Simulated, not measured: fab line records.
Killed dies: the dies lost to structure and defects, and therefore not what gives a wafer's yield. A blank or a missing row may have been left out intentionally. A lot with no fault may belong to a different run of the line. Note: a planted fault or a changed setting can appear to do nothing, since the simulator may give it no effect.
Matching of chambers ; flow gf180mcu ; 4 sister chambers for GF_STI_ETCH_14 on rie si-02
The step etches Si in HBr/Cl2/O2, target depth 360 nm, time 102.9 s. 4 wafers are shown with their chamber, then 6 later ones without.

## WAFERS WITH THEIR CHAMBER
wafer;chamber;rf fwd power W (W)
L861.1;2;594.6
L871.2;3;591.7
L871.4;1;598.5
L871.6;0;598.6

## WAFERS WITHOUT THEIR CHAMBER
wafer;rf fwd power W (W)
L872.3;597.0
L872.4;597.1
L872.5;598.8
L873.3;595.8
L873.5;596.1
L873.6;595.9

## WHICH CHAMBER EACH ONE RAN IN
wafer;from the rows above;in truth
L872.3;can't be placed: 1 or 0 or 2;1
L872.4;can't be placed: 1 or 0 or 2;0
L872.5;can't be placed: 0 or 1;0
L873.3;can't be placed: 2 or 1 or 0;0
L873.5;can't be placed: 2 or 1 or 0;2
L873.6;can't be placed: 2 or 1 or 0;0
Placed correctly: 0 of 6. Not placeable from these rows: 6 (in 6, the candidates include the true chamber). Placed wrongly: 0.
How it was worked out, from the rows above alone: a wafer's distance from a chamber is the root of the sum, over the readings, of the square of ((its reading less the chamber's mean) divided by the reading's scatter). If the next closest chamber is less than 2 further off than the closest, the wafer can't be placed; otherwise it belongs to the closest. Each chamber's mean is taken over the wafers shown for it. The scatter (one wafer shown for each chamber): square how far every hidden wafer sits from the nearest shown wafer, average those squares and take the square root.
